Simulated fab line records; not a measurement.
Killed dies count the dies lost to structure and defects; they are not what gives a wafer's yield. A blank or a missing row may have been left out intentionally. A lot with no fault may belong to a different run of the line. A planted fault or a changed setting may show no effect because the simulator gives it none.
fab line records ; flow gf180mcu ; part 2 of 2: steps 26 to 34 of 34
record lots=5; wafers=15; lastDay=34
route steps=602 shown M2@381 V2@382 M3@409
lots that met no fault: taken from a fault-free run of the same line
startH: hours from the record's first day to the start of the lot's first wafer shown ; waitH: hours from the lot's prior step to this one ; " identical to the entry in the row above ; L1.1+2: a row that stands for several wafers ; - either no value or no given start ; * or withheld: withheld ; < > ~ a bound
route shown NAME@n: a module of which the file shows steps, and the number in the route of the first ; usual: average and standard deviation across the fault-free wafers ; same: alike in all rows ; chamber/n: place in a boat ; sites: readings site by site ; _std_site: their standard deviation ; _edge_site: the outer-site mean with the inner-site mean subtracted ; radiusMm: for every site, how far away it sits from the centre of the wafer ; mask NAME#n: copy n ; behind: the last tool/chamber to shape the wafer ; hold: why the lot was held/for how many hours/how that ended ; device: names the non-switching transistor (n, p or np) ; end of line: tests run on the same wafers once the route is complete ; a step without rows: its recipe alone ; killed: dies lost to structure and defects at the first sort, not the wafer's yield ; map: dies across one wafer; x = killed, . = not, _ = none there
set.NAME: the setting as run; set.NAME@STEP: as run at that earlier step ; model.NAME: the simulator's own value behind a step, which no gauge read
lots at some steps of the route; a table a step, a row a wafer
services: when a tool's chamber went out of use (startH, in hours from the record's first day, below 0 if earlier), for how many hours, and the reason
## steps
# step GF_V2_RS_MEAS_24
# recipe thkMeasGauge=four-point-probe; reads=W_of_V2_CVD_23+TiN_of_V2_SPUTTER_22+Ti_of_V2_SPUTTER_21
# usual V2_W_RS=0.332/0.0042
lot.wafer;tool;chamber;startH;waitH;V2_W_RS[ohm/sq]
L083.2;filmMetro-02;-;549.02;0.1;0.335
L083.3;filmMetro-02;-;549.02;0.1;0.334
L083.6;filmMetro-02;-;549.02;0.1;0.335
L085.2;filmMetro-04;-;566.35;0.1;0.335
L085.3;filmMetro-04;-;566.35;0.1;0.332
L085.6;filmMetro-04;-;566.35;0.1;0.336
L089.1;filmMetro-02;-;591.15;0.1;0.336
L089.2;filmMetro-02;-;591.15;0.1;0.331
L089.3;filmMetro-02;-;591.15;0.1;0.338
L094.1;filmMetro-04;-;629.91;0.1;0.327
L094.2;filmMetro-04;-;629.91;0.1;0.336
L094.6;filmMetro-04;-;629.91;0.1;0.335
L096.1;filmMetro-02;-;640.36;0.1;0.334
L096.2;filmMetro-02;-;640.36;0.1;0.324
L096.3;filmMetro-02;-;640.36;0.1;0.322
# step GF_V2_THK_MEAS_25
# recipe thkMeasGauge=xrf; reads=W_of_V2_CVD_23
# usual V2_W_THK=347/4.1
lot.wafer;tool;chamber;startH;waitH;V2_W_THK[nm]
L083.2;filmMetro-02;-;549.13;0.1;344
L083.3;filmMetro-02;-;549.13;0.1;343
L083.6;filmMetro-02;-;549.13;0.1;344
L085.2;filmMetro-04;-;566.46;0.1;347
L085.3;filmMetro-04;-;566.46;0.1;350
L085.6;filmMetro-04;-;566.46;0.1;344
L089.1;filmMetro-02;-;591.27;0.1;339
L089.2;filmMetro-02;-;591.27;0.1;345
L089.3;filmMetro-02;-;591.27;0.1;339
L094.1;filmMetro-04;-;630.03;0.1;354
L094.2;filmMetro-04;-;630.03;0.1;344
L094.6;filmMetro-04;-;630.03;0.1;345
L096.1;filmMetro-02;-;640.48;0.1;344
L096.2;filmMetro-02;-;640.48;0.1;355
L096.3;filmMetro-02;-;640.48;0.1;356
# step GF_V2_CMP_26
# recipe stopOn=SiO2; downForcePsi=3.5; platenRpm=60; tOverpolishS=15; targetThkNm=0; padVelocityMS=0.94248
# usual motorCurrentA=11.2/0.8; overpolishRunS=15.000/0.0093; slurryFlowMlMin=150.0/0.43; timeToEndpointS=86/3.7
lot.wafer;tool;chamber;startH;waitH;motorCurrentA;overpolishRunS;slurryFlowMlMin;timeToEndpointS
L083.2;cmp-02;1;549.18;0.0;11.0;15.000;150.4;82
L083.3;cmp-02;3;549.18;0.0;10.6;15.005;150.6;79
L083.6;cmp-02;2;549.18;0.0;10.2;15.007;150.3;84
L085.2;cmp-02;3;566.51;0.0;10.9;15.014;150.3;86
L085.3;cmp-02;1;566.51;0.0;11.7;15.007;150.0;83
L085.6;cmp-02;0;566.51;0.0;12.5;14.983;149.3;84
L089.1;cmp-01;2;591.33;0.1;11.6;14.994;149.7;92
L089.3;cmp-01;0;591.33;0.1;11.6;15.015;150.3;92
L089.2;cmp-01;1;591.33;0.1;10.7;15.000;150.1;89
L094.2;cmp-02;2;630.14;0.1;9.7;14.989;149.4;82
L094.1;cmp-02;0;630.14;0.1;12.2;14.992;150.7;82
L094.6;cmp-02;1;630.14;0.1;11.8;14.990;149.8;79
L096.3;cmp-02;3;640.54;0.0;11.3;14.999;150.3;87
L096.2;cmp-02;0;640.54;0.0;13.3;15.000;150.7;86
L096.1;cmp-02;1;640.54;0.0;12.5;15.007;150.1;82
# step GF_M3_SPUTTER_00
# recipe material=Ti; targetThkNm=37.5; arrivingIonEnergyEv=80; substrateTempC=200; chamberPressurePa=2; powerW=4000; timeS=150
# usual throttleValvePct=30.2/0.96
# same timeS=150
lot.wafer;tool;chamber;startH;waitH;throttleValvePct
L083.2;pvdSputter-04;-;549.48;0.2;31.1
L083.3;pvdSputter-04;-;549.48;0.2;29.8
L083.6;pvdSputter-04;-;549.48;0.2;29.4
L085.2;pvdSputter-01;-;566.81;0.2;28.7
L085.3;pvdSputter-01;-;566.81;0.2;30.5
L085.6;pvdSputter-01;-;566.81;0.2;30.4
L089.1;pvdSputter-02;-;591.63;0.2;31.7
L089.2;pvdSputter-02;-;591.63;0.2;28.8
L089.3;pvdSputter-02;-;591.63;0.2;29.3
L094.1;pvdSputter-01;-;630.39;0.1;28.5
L094.2;pvdSputter-01;-;630.39;0.1;30.6
L094.6;pvdSputter-01;-;630.39;0.1;30.4
L096.1;pvdSputter-04;-;640.84;0.1;29.5
L096.2;pvdSputter-04;-;640.84;0.1;29.7
L096.3;pvdSputter-04;-;640.84;0.1;31.2
# step GF_M3_SPUTTER_01
# recipe material=TiN; targetThkNm=30; powerW=6500; timeS=25; chamberPressurePa=0.4
# usual throttleValvePct=30.2/0.97
# same timeS=25
lot.wafer;tool;chamber;startH;waitH;throttleValvePct
L083.2;pvdSputter-04;-;549.58;0.1;31.3
L083.3;pvdSputter-04;-;549.58;0.1;29.4
L083.6;pvdSputter-04;-;549.58;0.1;29.8
L085.2;pvdSputter-01;-;566.91;0.1;28.4
L085.3;pvdSputter-01;-;566.91;0.1;30.4
L085.6;pvdSputter-01;-;566.91;0.1;30.1
L089.1;pvdSputter-02;-;591.73;0.1;31.8
L089.2;pvdSputter-02;-;591.73;0.1;28.9
L089.3;pvdSputter-02;-;591.73;0.1;29.1
L094.1;pvdSputter-01;-;630.49;0.1;28.7
L094.2;pvdSputter-01;-;630.49;0.1;30.4
L094.6;pvdSputter-01;-;630.49;0.1;30.2
L096.1;pvdSputter-04;-;640.94;0.1;29.4
L096.2;pvdSputter-04;-;640.94;0.1;29.4
L096.3;pvdSputter-04;-;640.94;0.1;31.0
# step GF_M3_SPUTTER_02
# recipe material=AlCu; targetThkNm=450; powerW=10600; timeS=23.9; chamberPressurePa=0.4
# usual throttleValvePct=30.2/1
# same timeS=23.9
lot.wafer;tool;chamber;startH;waitH;throttleValvePct
L083.2;pvdSputter-04;-;549.61;0.0;30.9
L083.3;pvdSputter-04;-;549.61;0.0;29.7
L083.6;pvdSputter-04;-;549.61;0.0;29.9
L085.2;pvdSputter-01;-;566.94;0.0;28.5
L085.3;pvdSputter-01;-;566.94;0.0;30.8
L085.6;pvdSputter-01;-;566.94;0.0;30.4
L089.1;pvdSputter-02;-;591.76;0.0;31.7
L089.2;pvdSputter-02;-;591.76;0.0;28.9
L089.3;pvdSputter-02;-;591.76;0.0;29.4
L094.1;pvdSputter-01;-;630.52;0.0;28.8
L094.2;pvdSputter-01;-;630.52;0.0;30.5
L094.6;pvdSputter-01;-;630.52;0.0;30.3
L096.1;pvdSputter-04;-;640.97;0.0;29.6
L096.2;pvdSputter-04;-;640.97;0.0;29.6
L096.3;pvdSputter-04;-;640.97;0.0;31.1
# step GF_M3_SPUTTER_03
# recipe material=Ti; targetThkNm=10; substrateTempC=300; chamberPressurePa=0.3; powerW=3000; timeS=6.7
# usual throttleValvePct=30.2/0.97
# same timeS=6.7
lot.wafer;tool;chamber;startH;waitH;throttleValvePct
L083.2;pvdSputter-04;-;549.64;0.0;31.0
L083.3;pvdSputter-04;-;549.64;0.0;29.6
L083.6;pvdSputter-04;-;549.64;0.0;29.6
L085.2;pvdSputter-01;-;566.97;0.0;28.7
L085.3;pvdSputter-01;-;566.97;0.0;30.7
L085.6;pvdSputter-01;-;566.97;0.0;30.2
L089.1;pvdSputter-02;-;591.79;0.0;31.7
L089.2;pvdSputter-02;-;591.79;0.0;29.3
L089.3;pvdSputter-02;-;591.79;0.0;29.0
L094.1;pvdSputter-01;-;630.55;0.0;28.4
L094.2;pvdSputter-01;-;630.55;0.0;30.3
L094.6;pvdSputter-01;-;630.55;0.0;30.0
L096.1;pvdSputter-04;-;641.00;0.0;29.6
L096.2;pvdSputter-04;-;641.00;0.0;29.5
L096.3;pvdSputter-04;-;641.00;0.0;30.9
# step GF_M3_SPUTTER_04
# recipe material=TiN; targetThkNm=50; powerW=6500; timeS=41.7; chamberPressurePa=0.4
# usual throttleValvePct=30.2/0.97
# same timeS=41.7
lot.wafer;tool;chamber;startH;waitH;throttleValvePct
L083.2;pvdSputter-04;-;549.66;0.0;31.2
L083.3;pvdSputter-04;-;549.66;0.0;29.3
L083.6;pvdSputter-04;-;549.66;0.0;29.4
L085.2;pvdSputter-01;-;566.99;0.0;28.8
L085.3;pvdSputter-01;-;566.99;0.0;30.5
L085.6;pvdSputter-01;-;566.99;0.0;30.1
L089.1;pvdSputter-02;-;591.81;0.0;31.9
L089.2;pvdSputter-02;-;591.81;0.0;28.9
L089.3;pvdSputter-02;-;591.81;0.0;29.2
L094.1;pvdSputter-01;-;630.57;0.0;28.9
L094.2;pvdSputter-01;-;630.57;0.0;30.4
L094.6;pvdSputter-01;-;630.57;0.0;30.2
L096.1;pvdSputter-04;-;641.02;0.0;29.7
L096.2;pvdSputter-04;-;641.02;0.0;29.8
L096.3;pvdSputter-04;-;641.02;0.0;30.8
# step GF_M3_RS_MEAS_05
# recipe thkMeasGauge=four-point-probe; reads=TiN_of_M3_SPUTTER_04+Ti_of_M3_SPUTTER_03+AlCu_of_M3_SPUTTER_02+TiN_of_M3_SPUTTER_01+Ti_of_M3_SPUTTER_00
# usual M3_ALCU_RS=0.0697/0.00097
lot.wafer;tool;chamber;startH;waitH;M3_ALCU_RS[ohm/sq]
L083.2;filmMetro-01;-;549.72;0.0;0.0713
L083.3;filmMetro-01;-;549.72;0.0;0.0723
L083.6;filmMetro-01;-;549.72;0.0;0.0706
L085.2;filmMetro-01;-;567.05;0.0;0.0693
L085.3;filmMetro-01;-;567.05;0.0;0.0696
L085.6;filmMetro-01;-;567.05;0.0;0.0702
L089.1;filmMetro-04;-;591.85;0.0;0.0701
L089.2;filmMetro-04;-;591.85;0.0;0.0685
L089.3;filmMetro-04;-;591.85;0.0;0.0699
L094.1;filmMetro-01;-;630.61;0.0;0.0696
L094.2;filmMetro-01;-;630.61;0.0;0.0699
L094.6;filmMetro-01;-;630.61;0.0;0.0709
L096.1;filmMetro-01;-;641.06;0.0;0.0686
L096.2;filmMetro-01;-;641.06;0.0;0.0694
L096.3;filmMetro-01;-;641.06;0.0;0.0691
## services
tool;chamber;startH;hours;kind
hdpcvd-01;0;503.46;9.4;repair
pvdSputter-03;-;509.20;5.1;repair
hdpcvd-01;1;512.30;6.0;repair
krfScanner-01;-;513.81;0.8;pm
rieDiel-02;-;514.42;2.8;pm
pecvd-03;-;516.73;1.7;repair
wetBench-01;-;520.80;6.2;repair
pvdSputter-01;-;539.14;2.1;repair
hdpcvd-02;-;539.25;15.0;pm
cmp-01;-;552.94;0.5;repair
pvdSputter-02;-;554.69;2.7;repair
krfScanner-01;-;570.21;1.3;pm
pvdSputter-04;-;570.83;2.8;repair
pvdSputter-03;-;571.03;2.8;repair
cmp-01;-;572.00;4.0;pm
pecvd-02;-;591.12;14.0;pm
pecvd-02;-;595.75;1.4;repair
cmp-02;-;597.69;1.0;repair
krfScanner-01;-;603.04;1.0;pm
pvdSputter-02;-;614.18;1.8;repair
hdpcvd-01;0;616.41;6.1;repair
plasmaAsher-04;-;619.48;2.4;repair
cvdW-01;-;620.46;2.8;pm
cvdW-01;-;626.35;0.5;repair
